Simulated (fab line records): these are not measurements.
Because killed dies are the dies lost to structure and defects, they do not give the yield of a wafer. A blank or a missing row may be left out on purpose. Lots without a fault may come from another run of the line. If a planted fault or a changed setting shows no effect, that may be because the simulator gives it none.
Which tool was responsible? / flow gf180mcu / 21 wafers from 7 lots sampled at 3 of the route's 602 steps

== WHAT THE GAUGES READ, wafer by wafer ==
GF_MIM_RS_MEAS_10: a four-point-probe measurement.
lot=L880; measured=day 25 12:12; on=film-metro-02; MIM_ALCU_RS (ohm/sq)=0.1610 0.1614 0.1612
lot=L883; measured=day 26 05:52; on=film-metro-01; MIM_ALCU_RS (ohm/sq)=0.1625 0.1634 0.1631
lot=L888; measured=day 27 07:59; on=film-metro-02; MIM_ALCU_RS (ohm/sq)=0.1625 0.1621 0.1611
lot=L890; measured=day 28 06:52; on=film-metro-02; MIM_ALCU_RS (ohm/sq)=0.1581 0.1591 0.1599
lot=L894; measured=day 29 13:41; on=film-metro-04; MIM_ALCU_RS (ohm/sq)=0.1603 0.1587 0.1593
lot=L900; measured=day 31 03:29; on=film-metro-02; MIM_ALCU_RS (ohm/sq)=0.1586 0.1609 0.1605
lot=L902; measured=day 31 10:28; on=film-metro-04; MIM_ALCU_RS (ohm/sq)=0.1623 0.1607 0.1606

== WHICH TOOL RAN EACH LOT (tool, then ch and the chambers of the sampled wafers, then the start) ==
lot=L880; GF_V4_CVD_23=cvd-w-01 ch 0,1, day 25 11:11; GF_MIM_SPUTTER_04=pvd-sputter-04, day 25 11:57
lot=L883; GF_V4_CVD_23=cvd-w-02 ch 1, day 26 04:52; GF_MIM_SPUTTER_04=pvd-sputter-03, day 26 05:38
lot=L888; GF_V4_CVD_23=cvd-w-02 ch 0,1, day 27 06:57; GF_MIM_SPUTTER_04=pvd-sputter-03, day 27 07:43
lot=L890; GF_V4_CVD_23=cvd-w-02 ch 0,1, day 28 05:52; GF_MIM_SPUTTER_04=pvd-sputter-04, day 28 06:38
lot=L894; GF_V4_CVD_23=cvd-w-02 ch 0,1, day 29 12:41; GF_MIM_SPUTTER_04=pvd-sputter-01, day 29 13:28
lot=L900; GF_V4_CVD_23=cvd-w-02 ch 0,1, day 31 02:29; GF_MIM_SPUTTER_04=pvd-sputter-04, day 31 03:16
lot=L902; GF_V4_CVD_23=cvd-w-02 ch 0,1, day 31 09:28; GF_MIM_SPUTTER_04=pvd-sputter-04, day 31 10:14
- GF_V4_CVD_23: deposits W, target thk 350 nm, time 104.9 s.
- GF_MIM_SPUTTER_04: material TiN, target thk 50 nm, time 41.7 s.

== THE ANSWER, worked out from the rows above alone ==
Rule: usual is defined by the lots themselves. Put in order of their means at a reading, lots are off if they are a third of the lots or fewer, leave a main group of 4 or more, and stand apart from it by a gap of 3 or more times the standard deviation of the main group's means; of several such gaps the widest counts. A main group is skipped when, at the precision printed for the reading in the tables above, its means are all equal. A lot without any number at a reading at which 4 lots or more have one is off too. Where the step has rows for the other lots, those lots are counted as sound.
No lot is off at any reading shown: from this, nothing can be told.

== WHAT THE SIMULATOR PUT IN ==
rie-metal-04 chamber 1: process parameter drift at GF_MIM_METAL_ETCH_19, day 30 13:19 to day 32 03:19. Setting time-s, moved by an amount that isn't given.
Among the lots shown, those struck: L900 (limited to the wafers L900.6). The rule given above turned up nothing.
